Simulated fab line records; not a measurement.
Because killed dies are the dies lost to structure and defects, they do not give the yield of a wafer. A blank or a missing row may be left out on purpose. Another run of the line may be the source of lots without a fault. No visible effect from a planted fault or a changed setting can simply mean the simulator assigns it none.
Problem report in the 8D (eight disciplines) form, filled by code | flow sky130 | the parts of the form that need people (team, actions taken, sign-off) are left out

## 1. THE ISSUE
Across 6 wafers from 2 lots, LDD_N_TW at SKY_LDD_N_TW_MEAS_17 averages 2461, while fault-free wafers read 2582 with a standard deviation of 22. That puts it -5.5 standard deviations away from the usual mean.
First observed at day 24 15:26: wafer L222.2, on filmMetro-03. The record has a number at this step for 33 wafers belonging to 11 lots. The rule behind "out" and "out of limits": a value lying over 4 standard deviations away from the usual mean. All remaining wafers that have a number are taken as sound.

## 2. WHAT THIS IS AND IS NOT
question                    | is                     | is not
which readings at this step | LDD_N_TW               | -
which lots                  | L222, L223             | L204, L205, L207, L209, L212, L215, L219, L224, L225
which wafers of those lots  | all that have a number | -
read on which gauges        | filmMetro-03           | filmMetro-01, filmMetro-04
when                        | from day 24 15:26      | up to then (21 sound wafers); but 6 sound wafers of L224, L225 came after

## 3. SUSPECTS, AND WHAT RULES EACH OUT
Counting: a tool at a process step up to the reading stays a suspect if it ran every lot that is out and no sound lot after the first of them.
- ruled out: the gauge at SKY_LDD_N_TW_MEAS_17. All the wafers that are out were read on filmMetro-03, but those of them that SKY_LDD_N_IMPLANT_09 has rows for are out there too, on other tools.
- implanter-04 at SKY_LDD_N_IMPLANT_09: kept. It processed each lot that is out, first L222 at day 24 14:19, and no sound lot thereafter; up to then, the last sound lot it processed was L219 at day 23 18:47. On those wafers its own readings are out: doseIonsCm2, faradayCurrentUA.
- plasmaAsher-01 at SKY_LDD_N_STRIP_16 (strips in O2/N2): ruled out as a lasting fault. Sound lots L224, L225 ran on it after its first lot that is out, L222 (day 24 15:20).
After counting, what remains is implanter-04 at SKY_LDD_N_IMPLANT_09.

## 4. THE CAUSE (what the simulator had put in)
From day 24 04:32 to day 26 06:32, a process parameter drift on implanter-04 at SKY_LDD_N_IMPLANT_09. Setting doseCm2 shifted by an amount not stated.
Counting left only this tool.

## 5. SEQUENCE OF EFFECTS, ordered by route
Each row: a reading whose mean over the struck wafers that have a number lies more than 3 standard deviations from the usual. Only readings whose record carries a usual standard deviation are examined. hours: median over the lots of the time between each lot's start at the first step of this table that gives one and its start at this step. sigmas: the change, counted in usual standard deviations.
hours | step                 | reading              | usual     | on struck wafers | change     | sigmas
0     | SKY_LDD_N_IMPLANT_09 | doseIonsCm2          | 7.499e+13 | 7.460e+12        | -6.753e+13 | -99 or more
0     | SKY_LDD_N_IMPLANT_09 | faradayCurrentUA     | 422       | 42               | -380       | -42
1     | SKY_LDD_N_STRIP_16   | stripTimeToEndpointS | 4.315 s   | 4.156            | -0.159     | -12
1     | SKY_LDD_N_TW_MEAS_17 | LDD_N_TW             | 2582      | 2461             | -121       | -5.5
Its process steps:
- SKY_LDD_N_IMPLANT_09
- SKY_LDD_N_STRIP_16: strips in O2/N2.
At these later measuring or inspecting steps, every struck wafer for which the step has a row has a number for every such reading, and none has moved that far: SKY_LDD_P_CD_MEAS_07.

## 6. WHAT WOULD HAVE CAUGHT IT SOONER
11 hours passed between the start of the fault at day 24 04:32 and the first reading out of limits at a measuring or inspecting step in this record, taken at day 24 15:26.
At SKY_LDD_N_IMPLANT_09, the tool's own readings (doseIonsCm2, faradayCurrentUA) were out on each struck wafer the step has a row for, so an alarm limit on them would have fired on the first such wafer.
Of the lots that are out (2), L223 began SKY_LDD_N_IMPLANT_09 on implanter-04 after day 24 15:26. A hold on the tool at that time would have spared it.
